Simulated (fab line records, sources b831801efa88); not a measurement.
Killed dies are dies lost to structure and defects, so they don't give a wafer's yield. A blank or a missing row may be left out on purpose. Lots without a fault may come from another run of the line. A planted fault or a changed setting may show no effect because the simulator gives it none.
fab line records | flow gf180mcu
record lots=12 wafers=36 last_day=34
route steps=602 shown V2@408 M3@415 V3@431
lots that met no fault: from a run of the same line without faults
start_h: hours from the record's first day to the start of the lot's first wafer shown | wait_h: hours since the lot's step before | " the same as in the row above | L1.1+2: a row that stands for several wafers | - no value, or no start given | * or withheld: withheld | < > ~ a bound
route shown NAME@n: a module of which the file shows steps, and the number in the route of the first | usual: mean/standard deviation of fault-free wafers | same: alike in all rows | chamber/n: place in a boat | sites: the reading at each site | _std_site: their standard deviation | _edge_site: outer sites' mean less inner sites' | radius_mm: how far each site lies from the wafer's centre | mask NAME#n: copy n | behind: the tool/chamber that last shaped the wafer | hold: why the lot was held/for how many hours/how that ended | device: the transistor (n, p or np) that didn't switch | end of line: the same wafers' tests at the end of the route | a step without rows: its recipe alone | killed: dies lost to structure and defects at the first sort, not the wafer's yield | map: a wafer's dies, x killed, . not, _ none there
set.NAME: the setting as run; set.NAME@STEP: as run at that earlier step | model.NAME: the simulator's own value behind a step, which no gauge read
steps of the route over a sample of lots; a table a step, a row a wafer
services: from which hour (start_h, from the record's first day; less than 0 if before it) a tool's chamber was out of use, for how many hours, and why
## steps
# step GF_V2_CMP_26
# recipe stop_on=SiO2 down_force_psi=3.5 platen_rpm=60 t_overpolish_s=15 target_thk_nm=0 pad_velocity_m_s=0.94248
# usual head_pressure_psi=3.499/0.0073 motor_current_A=11.1/0.93 overpolish_run_s=15.000/0.0091 retaining_ring_pressure_frac=1.001/0.0046 time_to_endpoint_s=85/4.1
# columns lot.wafer tool chamber start_h wait_h head_pressure_psi motor_current_A overpolish_run_s retaining_ring_pressure_frac time_to_endpoint_s
L518.4 cmp-02 1 465.32 0.0 3.503 10.2 14.986 0.991 80
L518.3 " 2 " " 3.508 12.1 14.982 1.001 81
L518.5 " 1 " " 3.508 9.8 14.999 1.001 80
L520.4 cmp-02 2 477.26 0.1 3.483 11.4 14.999 0.999 80
L520.1 " 3 " " 3.508 11.2 15.000 1.001 80
L520.6 " 1 " " 3.496 10.7 14.994 0.999 80
L521.2 cmp-02 0 484.04 0.0 3.499 11.8 15.010 1.006 82
L521.1 " 3 " " 3.507 11.5 14.991 1.005 80
L521.5 " 1 " " 3.512 10.8 15.011 0.996 81
L522.4 cmp-01 0 488.79 0.1 3.488 8.8 15.000 1.007 82
L522.2 " 1 " " 3.497 12.0 14.989 0.999 84
L522.6 " 3 " " 3.506 11.1 14.996 1.005 82
L523.4 cmp-02 0 498.26 0.3 3.513 12.4 15.006 1.000 92
L523.3 " 1 " " 3.506 10.0 15.020 1.003 89
L523.5 " 0 " " 3.503 12.1 14.999 1.005 92
L529.4 cmp-01 3 564.34 0.0 3.505 11.2 14.984 1.008 79
L529.2 " 0 " " 3.508 9.3 15.007 0.993 79
L529.5 " 0 " " 3.498 8.9 15.013 1.000 79
L532.2 cmp-02 0 587.34 0.0 3.497 12.2 14.996 0.997 83
L532.3 " 3 " " 3.502 10.9 14.991 0.998 88
L532.6 " 1 " " 3.480 10.2 15.005 0.991 83
L533.3 cmp-01 0 587.50 0.1 3.507 8.9 14.998 1.001 84
L533.2 " 1 " " 3.496 12.6 14.992 1.003 90
L533.5 " 3 " " 3.487 10.9 14.995 1.004 81
L535.2 cmp-02 2 601.82 0.1 3.491 11.8 14.997 1.002 83
L535.1 " 0 " " 3.514 12.3 15.000 1.001 88
L535.5 " 1 " " 3.503 10.5 15.007 0.997 83
L537.1 cmp-02 2 625.43 0.1 3.507 11.9 14.993 1.015 82
L537.5 " 1 " " 3.501 10.5 15.005 1.004 85
L537.6 " 2 " " 3.496 11.9 15.011 1.006 83
L539.2 cmp-02 0 643.63 0.1 3.492 11.8 15.017 1.003 90
L539.4 " 1 " " 3.490 11.2 15.003 0.997 85
L539.6 " 0 " " 3.486 11.4 15.009 1.001 89
L541.4 cmp-02 3 663.36 0.0 3.503 11.2 14.997 0.996 84
L541.1 " 2 " " 3.512 12.6 15.010 1.002 82
L541.5 " 3 " " 3.516 11.1 14.994 1.001 85
# step GF_M3_THK_MEAS_06
# recipe thk_meas_gauge=xrf reads=AlCu_of_M3_SPUTTER_02
# usual M3_ALCU_THK=451/5.2
# columns lot.wafer tool chamber start_h wait_h M3_ALCU_THK[nm]
L518.3 film_metro-03 - 465.98 0.1 454
L518.4 " - " " 455
L518.5 " - " " 452
L520.1 film_metro-02 - 477.85 0.1 453
L520.4 " - " " 455
L520.6 " - " " 455
L521.1 film_metro-01 - 484.68 0.1 463
L521.2 " - " " 457
L521.5 " - " " 462
L522.2 film_metro-02 - 489.34 0.1 454
L522.4 " - " " 451
L522.6 " - " " 453
L523.3 film_metro-03 - 498.88 0.1 456
L523.4 " - " " 457
L523.5 " - " " 458
L529.2 film_metro-03 - 564.99 0.1 447
L529.4 " - " " 451
L529.5 " - " " 449
L532.2 film_metro-03 - 587.99 0.1 444
L532.3 " - " " 451
L532.6 " - " " 445
L533.2 film_metro-02 - 588.05 0.1 451
L533.3 " - " " 451
L533.5 " - " " 446
L535.1 film_metro-01 - 602.41 0.1 457
L535.2 " - " " 457
L535.5 " - " " 451
L537.1 film_metro-02 - 626.02 0.1 448
L537.5 " - " " 444
L537.6 " - " " 451
L539.2 film_metro-03 - 644.23 0.1 448
L539.4 " - " " 448
L539.6 " - " " 443
L541.1 film_metro-02 - 664.01 0.1 448
L541.4 " - " " 449
L541.5 " - " " 453
# step GF_V3_CVD_02
# recipe material=SiO2 target_thk_nm=850 precursor=TEOS temp_c=400 time_s=94.851 rf_w=600
# usual heater_power_w=618/93
# columns lot.wafer tool chamber start_h wait_h heater_power_w
L518.3 pecvd-04 1 490.35 0.0 780
L518.4 " 2 " " 560
L518.5 " 0 " " 475
L520.1 pecvd-04 2 502.13 0.1 462
L520.4 " 1 " " 752
L520.6 " 2 " " 505
L521.1 pecvd-01 2 508.83 0.1 681
L521.2 " 1 " " 507
L521.5 " 1 " " 542
L522.2 pecvd-04 2 513.15 0.0 522
L522.4 " 2 " " 548
L522.6 " 1 " " 724
L523.3 pecvd-04 2 522.43 0.0 558
L523.4 " 0 " " 579
L523.5 " 1 " " 741
L529.2 pecvd-01 1 586.70 0.0 589
L529.4 " 1 " " 476
L529.5 " 0 " " 668
L532.2 pecvd-01 1 609.89 0.0 572
L532.3 " 2 " " 639
L532.6 " 2 " " 706
L533.2 pecvd-02 1 610.21 0.0 657
L533.3 " 2 " " 668
L533.5 " 1 " " 684
L535.1 pecvd-02 0 624.15 0.1 744
L535.2 " 2 " " 631
L535.5 " 0 " " 766
L537.1 pecvd-01 2 647.18 0.1 755
L537.5 " 2 " " 627
L537.6 " 1 " " 591
L539.2 pecvd-01 1 664.21 0.0 583
L539.4 " 2 " " 776
L539.6 " 1 " " 629
L541.1 pecvd-04 2 683.93 0.1 518
L541.4 " 1 " " 617
L541.5 " 0 " " 469
# step GF_V3_CVD_23
# recipe material=W target_thk_nm=350 time_s=104.9 temp_c=400 pressure_torr=40
# usual heater_power_w=867/89
# columns lot.wafer tool chamber start_h wait_h heater_power_w
L518.3 cvd_w-02 1 515.04 0.1 779
L518.4 " 0 " " 941
L518.5 " 1 " " 805
L520.1 cvd_w-02 1 527.08 0.0 800
L520.4 " 0 " " 938
L520.6 " 0 " " 945
L521.1 cvd_w-01 0 533.20 0.0 968
L521.2 " 1 " " 753
L521.5 " 1 " " 754
L522.2 cvd_w-02 1 538.05 0.0 813
L522.4 " 1 " " 783
L522.6 " 0 " " 923
L523.3 cvd_w-02 1 545.39 0.1 789
L523.4 " 0 " " 927
L523.5 " 1 " " 796
L529.2 cvd_w-02 0 608.84 0.0 932
L529.4 " 1 " " 809
L529.5 " 0 " " 914
L532.2 cvd_w-02 0 631.91 0.0 923
L532.3 " 0 " " 947
L532.6 " 1 " " 800
L533.2 cvd_w-01 1 632.03 0.0 748
L533.3 " 1 " " 772
L533.5 " 1 " " 754
L535.1 cvd_w-02 1 645.35 0.0 804
L535.2 " 0 " " 982
L535.5 " 0 " " 948
L537.1 cvd_w-01 1 668.63 0.0 751
L537.5 " 0 " " 981
L537.6 " 1 " " 748
L539.2 cvd_w-01 0 684.32 0.0 970
L539.4 " 1 " " 779
L539.6 " 0 " " 976
L541.1 cvd_w-01 0 703.69 0.0 977
L541.4 " 0 " " 986
L541.5 " 1 " " 769
# step GF_V3_RS_MEAS_24
# recipe thk_meas_gauge=four-point-probe reads=W_of_V3_CVD_23+TiN_of_V3_SPUTTER_22+Ti_of_V3_SPUTTER_21
# usual V3_W_RS=0.326/0.0048
# columns lot.wafer tool chamber start_h wait_h V3_W_RS[ohm/sq]
L518.3 film_metro-03 - 515.15 0.1 0.320
L518.4 " - " " 0.331
L518.5 " - " " 0.318
L520.1 film_metro-03 - 527.20 0.1 0.319
L520.4 " - " " 0.328
L520.6 " - " " 0.331
L521.1 film_metro-04 - 533.34 0.1 0.321
L521.2 " - " " 0.326
L521.5 " - " " 0.324
L522.2 film_metro-04 - 538.18 0.1 0.318
L522.4 " - " " 0.324
L522.6 " - " " 0.328
L523.3 film_metro-04 - 545.50 0.1 0.329
L523.4 " - " " 0.337
L523.5 " - " " 0.329
L529.2 film_metro-04 - 608.97 0.1 0.334
L529.4 " - " " 0.325
L529.5 " - " " 0.331
L532.2 film_metro-02 - 632.04 0.1 0.292
L532.3 " - " " 0.291
L532.6 " - " " 0.288
L533.2 film_metro-03 - 632.21 0.1 0.329
L533.3 " - " " 0.326
L533.5 " - " " 0.327
L535.1 film_metro-04 - 645.46 0.1 0.292
L535.2 " - " " 0.299
L535.5 " - " " 0.298
L537.1 film_metro-02 - 668.74 0.1 0.328
L537.5 " - " " 0.328
L537.6 " - " " 0.333
L539.2 film_metro-03 - 684.45 0.1 0.322
L539.4 " - " " 0.323
L539.6 " - " " 0.322
L541.1 film_metro-04 - 703.80 0.1 0.333
L541.4 " - " " 0.330
L541.5 " - " " 0.334
# step GF_V3_THK_MEAS_25
# recipe thk_meas_gauge=xrf reads=W_of_V3_CVD_23
# usual V3_W_THK=347/6.5
# columns lot.wafer tool chamber start_h wait_h V3_W_THK[nm]
L518.3 film_metro-03 - 515.25 0.1 349
L518.4 " - " " 335
L518.5 " - " " 349
L520.1 film_metro-03 - 527.32 0.1 347
L520.4 " - " " 340
L520.6 " - " " 337
L521.1 film_metro-04 - 533.46 0.1 356
L521.2 " - " " 351
L521.5 " - " " 352
L522.2 film_metro-04 - 538.29 0.1 359
L522.4 " - " " 351
L522.6 " - " " 346
L523.3 film_metro-04 - 545.60 0.1 347
L523.4 " - " " 337
L523.5 " - " " 345
L529.2 film_metro-04 - 609.08 0.1 342
L529.4 " - " " 354
L529.5 " - " " 345
L532.2 film_metro-02 - 632.15 0.1 393
L532.3 " - " " 390
L532.6 " - " " 396
L533.2 film_metro-03 - 632.32 0.1 339
L533.3 " - " " 340
L533.5 " - " " 342
L535.1 film_metro-04 - 645.58 0.1 391
L535.2 " - " " 384
L535.5 " - " " 380
L537.1 film_metro-02 - 668.86 0.1 348
L537.5 " - " " 347
L537.6 " - " " 343
L539.2 film_metro-03 - 684.56 0.1 348
L539.4 " - " " 346
L539.6 " - " " 347
L541.1 film_metro-04 - 703.92 0.1 344
L541.4 " - " " 346
L541.5 " - " " 342
## services
# columns tool chamber start_h hours kind
cmp-02 - 456.34 4.0 pm
cvd_w-02 - 456.50 1.4 repair
pecvd-01 0 486.46 21.1 repair
cmp-02 - 488.38 1.1 repair
pecvd-02 - 503.27 3.0 repair
cvd_w-02 - 519.25 2.4 repair
pecvd-04 2 547.97 6.0 repair
pecvd-02 - 567.74 1.0 repair
cmp-02 - 572.00 4.0 pm
cmp-02 - 573.02 1.0 repair
cmp-01 - 576.00 5.1 pm
cmp-02 - 576.00 - consumable_replace:conditioner
cmp-02 - 576.00 - consumable_replace:pad
cvd_w-01 - 584.18 1.5 repair
pecvd-04 1 587.94 1.8 repair
pecvd-02 0 596.79 1.9 repair
cmp-02 - 599.31 1.9 repair
pecvd-01 - 601.43 1.0 repair
cvd_w-02 - 633.10 0.5 repair
pecvd-02 0 635.24 6.2 repair
cvd_w-01 - 667.96 0.6 repair
pecvd-01 2 679.33 5.7 repair
pecvd-04 - 697.07 2.8 pm
## key
first_sign step=GF_V3_RS_MEAS_24 reading=V3_W_RS direction=down sigmas=6.9 usual=0.326 struck=0.293
effect step=GF_V3_THK_MEAS_25 reading=V3_W_THK direction=up sigmas=6.3 usual=347 struck=389
met_at GF_V3_CVD_23
struck_lots L532,L535
not_acting_at GF_V2_CMP_26,GF_M3_THK_MEAS_06,GF_V3_CVD_02
onset_between 608.84 631.91
fault kind=process_parameter_drift tool=cvd_w-02 chamber=- onset_h=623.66 steps=GF_V3_CVD_23 channel=target_thk_nm offset=39.295 shape=step end_h=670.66 acts_in=these_recipes_only stated=350
